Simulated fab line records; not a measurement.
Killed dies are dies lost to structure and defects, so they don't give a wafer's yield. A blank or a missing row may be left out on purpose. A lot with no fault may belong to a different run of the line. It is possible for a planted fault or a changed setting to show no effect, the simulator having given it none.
fab line records    flow sky130
record: lots: 7  wafers: 21  lastDay: 50
route steps=708 shown LI_CONTACT@369 PAD_OPEN@708
lots that met no fault: from a run of the same line without faults
startH: start of the lot's first displayed wafer, in hours after the record's first day    waitH: hours elapsed since this lot's preceding step    " repeats the value in the row above    L1.1+2: one row covering several wafers at once    - no value present, or no start provided    * or withheld: withheld    < > ~ a bound
route shown NAME@n: a module of which the file shows steps, and the number in the route of the first    usual: mean and standard deviation over wafers with no fault    same: alike in all rows    chamber/n: place in a boat    sites: readings site by site    _std_site: the values' standard deviation    _edge_site: the outer-site mean with the inner-site mean subtracted    radiusMm: for every site, how far away it sits from the centre of the wafer    mask NAME#n: copy n    behind: the tool/chamber that last shaped the wafer    hold: cause of the lot's hold/its duration in hours/its outcome    device: names the non-switching transistor (n, p or np)    end of line: tests of these same wafers at the route's end    for a step that has no rows: nothing shown but its recipe    killed: count of dies lost to structure and defects at first sort (not the wafer's yield)    map: per-die view of a wafer (x killed, . not killed, _ where there is no die)
set.NAME: the run value of the setting; set.NAME@STEP: its run value at that earlier step    model.NAME: the simulator's own value behind a step, which no gauge read
lots at selected steps of the route; one table per step, one row per wafer
services: when a tool's chamber went out of use (startH, in hours from the record's first day, below 0 if earlier), for how many hours, and the reason
== steps ==
step: SKY_LI_CONTACT_COAT_07
recipe: resist: KrF-thick  spinRpm: 3000  resistThkNm: 450
step: SKY_LI_CONTACT_SOFTBAKE_08
recipe: tempC: 100  timeS: 90  resist: KrF-thick
step: SKY_LI_CONTACT_EXPOSE_09
recipe: maskId: LICM1  na: 0.8  sourceShape: annular  sigmaInner: 0.55  sigmaOuter: 0.85  targetCdNm: 170  doseMj: 38
step: SKY_LI_CONTACT_PEB_10
recipe: pebTempC: withheld  pebTimeS: withheld  resist: KrF-thick
step: SKY_LI_CONTACT_DEVELOP_11
recipe: developTimeS: 60  resist: KrF-thick  devTempC: 21
step: SKY_LI_CONTACT_CD_MEAS_12
recipe: targetCdNm: 170
usual: cdNm: 170.8/1.4
lot.wafer  tool      chamber  startH  waitH  cdNm
L490.1     cdSem-02  -        680.75  -      173.0
L490.3     "         -        "       "      170.2
L490.6     "         -        "       "      172.4
L503.1     cdSem-02  -        810.03  -      171.3
L503.3     "         -        "       "      169.0
L503.4     "         -        "       "      169.7
L504.1     cdSem-01  -        810.61  -      169.5
L504.5     "         -        "       "      170.4
L504.6     "         -        "       "      170.8
L505.2     cdSem-02  -        811.90  -      169.6
L505.3     "         -        "       "      170.4
L505.6     "         -        "       "      168.0
L510.1     cdSem-02  -        829.20  -      170.1
L510.3     "         -        "       "      171.9
L510.6     "         -        "       "      170.0
L511.3     cdSem-02  -        846.47  -      171.1
L511.4     "         -        "       "      170.3
L511.5     "         -        "       "      169.1
L512.1     cdSem-01  -        853.30  -      169.5
L512.2     "         -        "       "      170.5
L512.4     "         -        "       "      169.1
step: SKY_LI_CONTACT_OVL_MEAS_13
usual: LI_CONTACT_OVL: -2/5.1
lot.wafer  tool        chamber  startH  waitH  LI_CONTACT_OVL[nm]
L490.1     overlay-01  -        680.87  0.1    -1
L490.3     "           -        "       "      0
L490.6     "           -        "       "      -2
L503.1     overlay-02  -        810.15  0.1    3
L503.3     "           -        "       "      1
L503.4     "           -        "       "      -5
L504.1     overlay-02  -        810.73  0.1    -5
L504.5     "           -        "       "      -3
L504.6     "           -        "       "      -4
L505.2     overlay-02  -        812.01  0.1    1
L505.3     "           -        "       "      2
L505.6     "           -        "       "      -5
L510.1     overlay-02  -        829.32  0.1    -2
L510.3     "           -        "       "      -1
L510.6     "           -        "       "      -2
L511.3     overlay-01  -        846.56  0.1    -7
L511.4     "           -        "       "      -9
L511.5     "           -        "       "      -2
L512.1     overlay-02  -        853.42  0.1    -2
L512.2     "           -        "       "      -4
L512.4     "           -        "       "      -2
step: SKY_LI_CONTACT_ETCH_14
recipe: chemistry: N2/H2  target: BARC  ionEnergyEv: 200  sourceW: 500  biasW: 100  pressureMtorr: 30  n2FlowSccm: 100  h2FlowSccm: 200  stopOn: SiO2  timeS: 45.9  targetDepthA: 600
usual: drypumpMotorCurrentA: 5.8/0.48  oesProductAu: 0.855/0.0049  throttleValvePct: 13.224/0.01
lot.wafer  tool        chamber  startH  waitH  drypumpMotorCurrentA  oesProductAu  rfHoursCounterH  throttleValvePct
L490.1     rieDiel-01  2        680.91  0.0    6.3                   0.854         10               13.227
L490.3     "           0        "       "      5.4                   0.857         8                13.216
L490.6     "           3        "       "      6.3                   0.850         -                13.217
L503.1     rieDiel-04  3        810.19  0.0    4.9                   0.863         15               13.222
L503.3     "           0        "       "      6.2                   0.851         6                13.235
L503.4     "           1        "       "      6.3                   0.858         6                13.234
L504.1     rieDiel-01  3        810.76  0.0    6.3                   0.854         8                13.213
L504.5     "           3        "       "      6.4                   0.864         -                13.221
L504.6     "           0        "       "      5.5                   0.852         -                13.228
L505.2     rieDiel-04  3        812.04  0.0    4.9                   0.847         15               13.225
L505.3     "           1        "       "      6.4                   0.852         6                13.237
L505.6     "           0        "       "      6.2                   0.848         -                13.231
L510.1     rieDiel-03  0        829.36  0.0    5.8                   0.848         8                13.208
L510.3     "           2        "       "      5.1                   0.864         14               13.225
L510.6     "           0        "       "      5.8                   0.851         -                13.211
L511.3     rieDiel-01  0        846.59  0.0    5.5                   0.856         13               13.241
L511.4     "           1        "       "      5.7                   0.857         13               13.232
L511.5     "           3        "       "      6.3                   0.852         -                13.244
L512.1     rieDiel-01  2        853.46  0.0    6.3                   0.863         15               13.219
L512.2     "           1        "       "      5.7                   0.857         13               13.230
L512.4     "           3        "       "      6.3                   0.853         10               13.234
step: SKY_LI_CONTACT_ETCH_15
recipe: target: PSG  chemistry: C4F8/O2/Ar  stopOn: Si  taperDeg: 4.15  maskMaterial: KrF-thick  sourceW: 1500  biasW: 1200  pressureMtorr: 40  c4f8FlowSccm: withheld  O2_flow_sccm: 6  Ar_flow_sccm: 300  timeS: withheld  targetDepthA: 6000
usual: oesProductAu: 0.832/0.0044
lot.wafer  tool        chamber  startH  waitH  oesProductAu
L490.1     rieDiel-01  2        680.95  0.0    0.829
L490.3     "           0        "       "      0.836
L490.6     "           3        "       "      0.826
L503.1     rieDiel-04  3        810.23  0.0    0.827
L503.3     "           0        "       "      0.830
L503.4     "           1        "       "      0.829
L504.1     rieDiel-01  3        810.80  0.0    0.840
L504.5     "           3        "       "      0.831
L504.6     "           0        "       "      0.836
L505.2     rieDiel-04  3        812.08  0.0    0.827
L505.3     "           1        "       "      0.838
L505.6     "           0        "       "      0.841
L510.1     rieDiel-03  0        829.40  0.0    0.830
L510.3     "           2        "       "      0.836
L510.6     "           0        "       "      0.838
L511.3     rieDiel-01  0        846.63  0.0    0.831
L511.4     "           1        "       "      0.834
L511.5     "           3        "       "      0.828
L512.1     rieDiel-01  2        853.50  0.0    0.826
L512.2     "           1        "       "      0.842
L512.4     "           3        "       "      0.839
step: SKY_LI_CONTACT_STRIP_16
recipe: chemistry: O2/N2  powerW: 1400  pressureMtorr: 1500  platenTempC: withheld  o2FlowSccm: 3000  n2FlowSccm: 300  overashFraction: 0.5
usual: drypumpMotorCurrentA: 5.6/0.36  o2FlowSccm: 2999/8.8  oesProductAu: 0.376/0.0052  stripTimeToEndpointS: 3.50/0.043
lot.wafer  tool            chamber  startH  waitH  drypumpMotorCurrentA  o2FlowSccm  oesProductAu  rfHoursCounterH  stripTimeToEndpointS
L490.1     plasmaAsher-03  1        681.03  -      5.9                   3003        0.382         25               3.53
L490.3     "               0        "       "      5.8                   3006        0.384         -                3.56
L490.6     "               1        "       "      5.9                   3012        0.380         -                3.52
L503.1     plasmaAsher-04  1        810.31  -      5.9                   3017        0.379         97               3.60
L503.3     "               1        "       "      5.9                   2999        0.377         -                3.48
L503.4     "               0        "       "      5.0                   2999        0.381         -                3.57
L504.1     plasmaAsher-03  0        810.89  -      5.9                   3004        0.376         39               3.52
L504.5     "               0        "       "      5.8                   3007        0.380         -                3.49
L504.6     "               1        "       "      6.0                   2988        0.378         -                3.55
L505.2     plasmaAsher-04  1        812.16  -      5.9                   3006        0.378         97               3.55
L505.3     "               0        "       "      4.9                   2988        0.372         -                3.50
L505.6     "               0        "       "      5.0                   2992        0.375         -                3.48
L510.1     plasmaAsher-01  1        829.48  -      5.8                   2992        0.384         67               3.49
L510.3     "               0        "       "      5.3                   2994        0.368         -                3.43
L510.6     "               0        "       "      5.3                   2996        0.372         -                3.47
L511.3     plasmaAsher-01  0        846.75  -      5.3                   2997        0.376         -                3.49
L511.4     "               1        "       "      5.8                   3001        0.372         -                3.41
L511.5     "               1        "       "      5.8                   3008        0.373         -                3.50
L512.1     plasmaAsher-03  1        853.59  -      6.0                   3011        0.375         44               3.51
L512.2     "               0        "       "      5.8                   2994        0.368         44               3.43
L512.4     "               0        "       "      5.8                   3005        0.376         -                3.49
step: SKY_LI_CONTACT_CLEAN_17
recipe: chemistry: NMP  timeS: 600  tempC: 60  dry: n2Spin
step: SKY_LI_CONTACT_PRE_CLEAN_18
recipe: gas: Ar  timeS: 5.6  biasV: 358
step: SKY_LI_CONTACT_SPUTTER_19
recipe: material: Ti  targetThkNm: 20  chamberPressurePa: 5  powerW: 2500  substrateTempC: 200  timeS: 106.37
usual: cathodeDcPowerW: 2499.9/0.46  chamberPressurePa: 5.000/0.0099  throttleValvePct: 29.8/0.73
lot.wafer  tool           chamber  startH  waitH  cathodeDcPowerW  chamberPressurePa  throttleValvePct
L490.1     pvdSputter-02  -        681.34  0.0    2499.7           4.995              30.0
L490.3     "              -        "       "      2499.2           5.015              29.6
L490.6     "              -        "       "      2500.5           4.992              30.4
L503.1     pvdSputter-01  -        810.63  0.0    -                -                  -
L503.3     "              -        "       "      -                -                  -
L503.4     "              -        "       "      -                -                  -
L504.1     pvdSputter-01  -        811.18  0.0    -                -                  -
L504.5     "              -        "       "      -                -                  -
L504.6     "              -        "       "      -                -                  -
L505.2     pvdSputter-02  -        812.46  0.0    -                -                  -
L505.3     "              -        "       "      -                -                  -
L505.6     "              -        "       "      -                -                  -
L510.1     pvdSputter-02  -        829.78  0.0    2499.9           4.992              29.9
L510.3     "              -        "       "      2499.8           4.986              30.0
L510.6     "              -        "       "      2500.0           4.990              30.0
L511.3     pvdSputter-01  -        847.01  0.0    2500.8           5.007              31.4
L511.4     "              -        "       "      2499.2           4.987              29.5
L511.5     "              -        "       "      2500.2           4.995              29.3
L512.1     pvdSputter-01  -        853.88  0.0    2500.3           4.988              29.4
L512.2     "              -        "       "      2498.9           5.009              29.5
L512.4     "              -        "       "      2500.4           5.003              31.5
step: SKY_LI_CONTACT_SPUTTER_20
recipe: material: TiN  targetThkNm: 20  chamberPressurePa: 5  powerW: 4000  timeS: 80
usual: cathodeDcPowerW: 4000.0/0.68  chamberPressurePa: 4.998/0.01  throttleValvePct: 29.8/0.78
lot.wafer  tool           chamber  startH  waitH  cathodeDcPowerW  chamberPressurePa  throttleValvePct
L490.1     pvdSputter-02  -        681.42  0.0    4000.2           4.985              29.6
L490.3     "              -        "       "      3998.7           5.006              29.5
L490.6     "              -        "       "      3999.5           4.993              30.4
L503.1     pvdSputter-01  -        810.71  0.0    3999.5           4.990              29.4
L503.3     "              -        "       "      4000.3           4.989              29.8
L503.4     "              -        "       "      4000.6           4.987              31.3
L504.1     pvdSputter-01  -        811.26  0.0    4000.1           5.008              31.7
L504.5     "              -        "       "      3999.8           4.989              29.2
L504.6     "              -        "       "      3999.8           4.999              30.0
L505.2     pvdSputter-02  -        812.54  0.0    4001.3           5.003              30.3
L505.3     "              -        "       "      4001.6           4.988              29.4
L505.6     "              -        "       "      3999.5           4.986              29.6
L510.1     pvdSputter-02  -        829.86  0.0    3999.3           4.988              29.7
L510.3     "              -        "       "      4000.3           4.990              30.1
L510.6     "              -        "       "      4000.7           5.011              29.8
L511.3     pvdSputter-01  -        847.09  0.0    4000.0           4.983              31.3
L511.4     "              -        "       "      4000.5           5.002              29.3
L511.5     "              -        "       "      4000.4           5.015              29.7
L512.1     pvdSputter-01  -        853.96  0.0    4000.3           5.011              29.4
L512.2     "              -        "       "      4000.1           4.994              29.3
L512.4     "              -        "       "      4001.3           5.015              31.6
step: SKY_PAD_OPEN_PROBE_99
usual: killed_at_M0_to_M3: 43/6.5  killed_at_M4_up: 3.1/1.8  killedAtContacts: 24/4.8  killedAtFrontEnd: 15/4.7  killedAtOther: 0.3/0.58  killedDies: 86/8.6  killedOnRim: 17/4.1  killedOpen: 47/6.7  killedShort: 39/6.1
same: grossDies: 492  killedAtBackSide: 0
lot.wafer  tool       chamber  startH   waitH  killed_at_M0_to_M3  killed_at_M4_up  killedAtContacts  killedAtFrontEnd  killedAtOther  killedDies  killedOnRim  killedOpen  killedShort
L490.1     prober-01  -        1075.70  0.1    50                  0                27                21                1              99          17           46          53
L490.3     prober-01  -        1075.80  0.2    36                  3                28                17                0              84          18           42          42
L490.6     prober-01  -        1075.95  0.2    42                  2                25                19                2              90          18           47          43
L503.1     prober-01  -        1168.70  0.1    43                  3                436               10                0              492         96           44          36
L503.3     prober-01  -        1168.80  0.2    39                  3                442               6                 2              492         96           36          36
L503.4     prober-01  -        1168.85  0.2    59                  2                419               12                0              492         96           54          42
L504.1     prober-01  -        1169.93  0.1    48                  0                440               4                 0              492         96           33          41
L504.5     prober-01  -        1170.13  0.2    39                  2                443               8                 0              492         96           49          25
L504.6     prober-01  -        1170.18  0.2    38                  6                431               17                0              492         96           43          43
L505.2     prober-02  -        1173.92  0.1    37                  3                437               14                1              492         96           46          32
L505.3     prober-02  -        1173.97  0.2    42                  3                426               21                0              492         96           45          46
L505.6     prober-02  -        1174.12  0.2    50                  3                423               16                0              492         96           57          43
L510.1     prober-01  -        1184.97  0.1    52                  7                26                20                0              105         32           50          55
L510.3     prober-01  -        1185.07  0.2    51                  2                21                13                0              87          17           50          37
L510.6     prober-01  -        1185.22  0.2    57                  3                27                10                0              97          22           59          38
L511.3     prober-02  -        1194.06  0.2    38                  5                24                8                 1              76          13           36          40
L511.4     prober-02  -        1194.11  0.2    47                  5                21                9                 2              84          24           48          36
L511.5     prober-02  -        1194.16  0.2    41                  8                23                11                0              83          21           38          45
L512.1     prober-01  -        1200.19  0.1    37                  3                22                16                0              78          13           42          36
L512.2     prober-01  -        1200.24  0.1    34                  1                23                18                0              76          13           39          37
L512.4     prober-01  -        1200.34  0.2    44                  1                24                15                0              84          19           46          38
killed by level:class
L490.1 FIELD_ISO:geometricParticle:short=8 CONTACT:geometricParticle:open=8 VIA2:geometricParticle:open=8 METAL2:geometricParticle:short=7 VIA1:geometricParticle:open=7 VIA3:geometricParticle:short=7 LI_CONTACT:geometricParticle:short=6 LI_CONTACT:geometricParticle:open=6
L490.3 CONTACT:geometricParticle:open=10 POLY_GATE:geometricParticle:short=8 VIA1:geometricParticle:open=8 LI_CONTACT:geometricParticle:open=7 LI_CONTACT:geometricParticle:short=5 VIA3:geometricParticle:open=5 METAL2:geometricParticle:open=4 VIA1:geometricParticle:short=4
L490.6 CONTACT:geometricParticle:open=9 VIA1:geometricParticle:short=8 METAL2:geometricParticle:short=8 VIA3:geometricParticle:open=8 VIA1:geometricParticle:open=7 LI_CONTACT:geometricParticle:open=6 FIELD_ISO:geometricParticle:open=5 LOCAL_INTERCONNECT:geometricParticle:short=5
L503.1 LI_CONTACT:areaSputter=412 VIA1:geometricParticle:open=16 CONTACT:geometricParticle:open=9 VIA1:geometricParticle:short=8 LI_CONTACT:geometricParticle:open=6 POLY_GATE:geometricParticle:short=5 CONTACT:geometricParticle:short=4 METAL2:geometricParticle:short=4
L503.3 LI_CONTACT:areaSputter=420 VIA1:geometricParticle:open=9 CONTACT:geometricParticle:open=7 METAL2:geometricParticle:short=6 CONTACT:geometricParticle:short=6 VIA3:geometricParticle:open=6 LI_CONTACT:geometricParticle:open=5 METAL1:geometricParticle:short=5
L503.4 LI_CONTACT:areaSputter=396 CONTACT:geometricParticle:open=14 VIA2:geometricParticle:open=12 VIA1:geometricParticle:open=11 VIA1:geometricParticle:short=8 VIA3:geometricParticle:short=6 METAL3:geometricParticle:short=5 VIA3:geometricParticle:open=4
L504.1 LI_CONTACT:areaSputter=418 VIA1:geometricParticle:open=9 METAL1:geometricParticle:short=8 METAL2:geometricParticle:short=8 CONTACT:geometricParticle:open=7 VIA2:geometricParticle:short=5 METAL3:geometricParticle:short=5 LOCAL_INTERCONNECT:geometricParticle:open=4
L504.5 LI_CONTACT:areaSputter=418 VIA1:geometricParticle:open=13 CONTACT:geometricParticle:open=11 LOCAL_INTERCONNECT:geometricParticle:short=6 VIA2:geometricParticle:open=5 LI_CONTACT:geometricParticle:open=4 METAL1:geometricParticle:open=4 VIA3:geometricParticle:open=4
L504.6 LI_CONTACT:areaSputter=406 CONTACT:geometricParticle:open=10 VIA1:geometricParticle:open=10 VIA3:geometricParticle:open=5 METAL1:geometricParticle:short=5 METAL2:geometricParticle:short=5 VIA2:geometricParticle:open=5 METAL4:geometricParticle:short=5
L505.2 LI_CONTACT:areaSputter=414 CONTACT:geometricParticle:open=10 VIA3:geometricParticle:open=7 LI_CONTACT:geometricParticle:open=6 METAL1:geometricParticle:short=6 VIA1:geometricParticle:short=6 FIELD_ISO:geometricParticle:open=5 VIA1:geometricParticle:open=5
L505.3 LI_CONTACT:areaSputter=401 VIA3:geometricParticle:open=9 FIELD_ISO:geometricParticle:short=8 LI_CONTACT:geometricParticle:open=8 VIA2:geometricParticle:open=8 METAL1:geometricParticle:short=7 CONTACT:geometricParticle:open=6 CONTACT:geometricParticle:short=6
L505.6 LI_CONTACT:areaSputter=392 VIA1:geometricParticle:open=13 CONTACT:geometricParticle:open=11 VIA2:geometricParticle:open=11 LI_CONTACT:geometricParticle:open=8 METAL3:geometricParticle:short=7 POLY_GATE:geometricParticle:open=5 LI_CONTACT:geometricParticle:short=5
L510.1 VIA1:geometricParticle:open=11 POLY_GATE:geometricParticle:short=8 CONTACT:geometricParticle:short=8 LI_CONTACT:geometricParticle:open=7 VIA3:geometricParticle:open=7 VIA1:geometricParticle:short=6 METAL2:geometricParticle:short=6 VIA2:geometricParticle:open=6
L510.3 VIA1:geometricParticle:open=16 VIA2:geometricParticle:open=9 LI_CONTACT:geometricParticle:short=5 CONTACT:geometricParticle:open=5 VIA2:geometricParticle:short=5 VIA3:geometricParticle:open=5 CONTACT:geometricParticle:short=4 VIA1:geometricParticle:short=4
L510.6 VIA3:geometricParticle:open=11 CONTACT:geometricParticle:open=10 VIA1:geometricParticle:open=10 VIA2:geometricParticle:open=9 LI_CONTACT:geometricParticle:open=8 METAL1:geometricParticle:short=7 LOCAL_INTERCONNECT:geometricParticle:short=5 VIA1:geometricParticle:short=5
L511.3 CONTACT:geometricParticle:open=7 VIA1:geometricParticle:open=7 METAL1:geometricParticle:short=7 LI_CONTACT:geometricParticle:short=5 LI_CONTACT:geometricParticle:open=5 METAL1:geometricParticle:open=4 VIA1:geometricParticle:short=4 CONTACT:geometricParticle:short=4
L511.4 VIA2:geometricParticle:open=17 LI_CONTACT:geometricParticle:open=7 VIA1:geometricParticle:open=7 METAL2:geometricParticle:short=6 VIA3:geometricParticle:open=5 VIA2:geometricParticle:short=5 METAL4:geometricParticle:short=5 POLY_GATE:geometricParticle:short=4
L511.5 CONTACT:geometricParticle:open=11 METAL1:geometricParticle:short=8 METAL4:geometricParticle:short=8 VIA2:geometricParticle:open=7 VIA1:geometricParticle:open=6 VIA1:geometricParticle:short=5 METAL2:geometricParticle:short=5 POLY_GATE:geometricParticle:short=4
L512.1 VIA1:geometricParticle:open=8 POLY_GATE:geometricParticle:open=7 VIA2:geometricParticle:open=7 CONTACT:geometricParticle:short=6 CONTACT:geometricParticle:open=6 VIA1:geometricParticle:short=6 VIA3:geometricParticle:open=6 LI_CONTACT:geometricParticle:open=5
L512.2 POLY_GATE:geometricParticle:open=8 VIA1:geometricParticle:open=8 CONTACT:geometricParticle:short=6 METAL2:geometricParticle:short=6 VIA2:geometricParticle:open=6 LI_CONTACT:geometricParticle:open=5 VIA3:geometricParticle:short=4 LI_CONTACT:geometricParticle:short=4
L512.4 CONTACT:geometricParticle:open=9 VIA2:geometricParticle:open=8 VIA1:geometricParticle:open=8 METAL2:geometricParticle:short=8 LI_CONTACT:geometricParticle:open=6 VIA3:geometricParticle:open=5 POLY_GATE:geometricParticle:open=4 LOCAL_INTERCONNECT:geometricParticle:short=4
map L503.1 (x killed, . not)
__________xxxxxxxxxx_________
________xxxxxxxxxxxxxx_______
______xxxxxxxxxxxxxxxxxx_____
_____xxxxxxxxxxxxxxxxxxxx____
____xxxxxxxxxxxxxxxxxxxxxx___
___xxxxxxxxxxxxxxxxxxxxxxxx__
__xxxxxxxxxxxxxxxxxxxxxxxxxx_
_xxxxxxxxxxxxxxxxxxxxxxxxxxxx
_xxxxxxxxxxxxxxxxxxxxxxxxxxxx
_xxxxxxxxxxxxxxxxxxxxxxxxxxxx
_xxxxxxxxxxxxxxxxxxxxxxxxxxxx
_xxxxxxxxxxxxxxxxxxxxxxxxxxxx
_xxxxxxxxxxxxxxxxxxxxxxxxxxxx
_xxxxxxxxxxxxxxxxxxxxxxxxxxxx
_xxxxxxxxxxxxxxxxxxxxxxxxxxxx
__xxxxxxxxxxxxxxxxxxxxxxxxxx_
___xxxxxxxxxxxxxxxxxxxxxxxx__
____xxxxxxxxxxxxxxxxxxxxxx___
_____xxxxxxxxxxxxxxxxxxxx____
______xxxxxxxxxxxxxxxxxx_____
________xxxxxxxxxxxxxx_______
__________xxxxxxxxxx_________
map L504.1 (x killed, . not)
__________xxxxxxxxxx_________
________xxxxxxxxxxxxxx_______
______xxxxxxxxxxxxxxxxxx_____
_____xxxxxxxxxxxxxxxxxxxx____
____xxxxxxxxxxxxxxxxxxxxxx___
___xxxxxxxxxxxxxxxxxxxxxxxx__
__xxxxxxxxxxxxxxxxxxxxxxxxxx_
_xxxxxxxxxxxxxxxxxxxxxxxxxxxx
_xxxxxxxxxxxxxxxxxxxxxxxxxxxx
_xxxxxxxxxxxxxxxxxxxxxxxxxxxx
_xxxxxxxxxxxxxxxxxxxxxxxxxxxx
_xxxxxxxxxxxxxxxxxxxxxxxxxxxx
_xxxxxxxxxxxxxxxxxxxxxxxxxxxx
_xxxxxxxxxxxxxxxxxxxxxxxxxxxx
_xxxxxxxxxxxxxxxxxxxxxxxxxxxx
__xxxxxxxxxxxxxxxxxxxxxxxxxx_
___xxxxxxxxxxxxxxxxxxxxxxxx__
____xxxxxxxxxxxxxxxxxxxxxx___
_____xxxxxxxxxxxxxxxxxxxx____
______xxxxxxxxxxxxxxxxxx_____
________xxxxxxxxxxxxxx_______
__________xxxxxxxxxx_________
== services ==
tool            chamber  startH  hours  kind
rieDiel-04      -        657.88  2.8    pm
rieDiel-01      -        676.61  2.8    pm
plasmaAsher-04  -        677.54  28.1   pm
rieDiel-01      1        681.05  3.9    repair
rieDiel-03      -        691.06  0.8    repair
pvdSputter-02   -        694.02  51.5   repair
pvdSputter-01   -        694.79  10.7   repair
pvdSputter-02   -        709.26  0.6    repair
pvdSputter-02   -        715.32  1.6    repair
rieDiel-03      3        726.01  6.9    repair
pvdSputter-02   -        730.78  1.4    repair
rieDiel-04      -        732.00  28.1   pm
rieDiel-01      -        741.73  0.2    repair
plasmaAsher-01  -        746.33  2.8    pm
plasmaAsher-04  -        750.63  2.5    repair
rieDiel-03      -        768.83  0.3    repair
rieDiel-03      1        773.13  4.5    repair
rieDiel-03      0        789.49  15.7   repair
pvdSputter-01   2        792.05  -      consumableReplace:kit
pvdSputter-01   2        792.05  18.0   scheduledDown
rieDiel-03      2        844.41  4.7    repair
pvdSputter-02   -        844.61  2.9    repair
pvdSputter-01   -        851.09  0.8    repair
rieDiel-03      3        853.12  3.4    repair
== key ==
firstSign: step: SKY_LI_CONTACT_SPUTTER_19  reading: toolRecord  direction: missing
effect: step: SKY_PAD_OPEN_PROBE_99  reading: killedAtContacts  direction: up  sigmas: 84  usual: 24  struck: 433
moreKillsBornAt: SKY_LI_CONTACT_SPUTTER_19@pvdSputter-01: 2470  SKY_LI_CONTACT_SPUTTER_19@pvdSputter-02: 1207
metAt SKY_LI_CONTACT_SPUTTER_19
struckWafers L503.1,L503.3,L503.4,L504.1,L504.5,L504.6,L505.2,L505.3,L505.6
laterRowsLeftOut L503.1,L503.3,L503.4,L504.1,L504.5,L504.6,L505.2,L505.3,L505.6
testerLeftOut L503,L504,L505
onsetBetween 681.34 810.63
fault: kind: skippedStepWhole  tool: pvdSputter-01,pvdSputter-02  chamber: -  onsetH: 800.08  steps: SKY_LI_CONTACT_SPUTTER_19  scope: struckLotsOnly
testerLeftOut: of these lots the tester's yield and bins aren't shown, on N5 and GAA mostly nor the transistor test; their killed dies are dies lost to structure and defects alone, not to doping, threshold or leakage, so they don't give the yield
laterRowsLeftOut: the simulator's readings of these wafers behind a module that went badly wrong aren't trusted and aren't shown, but for the sort
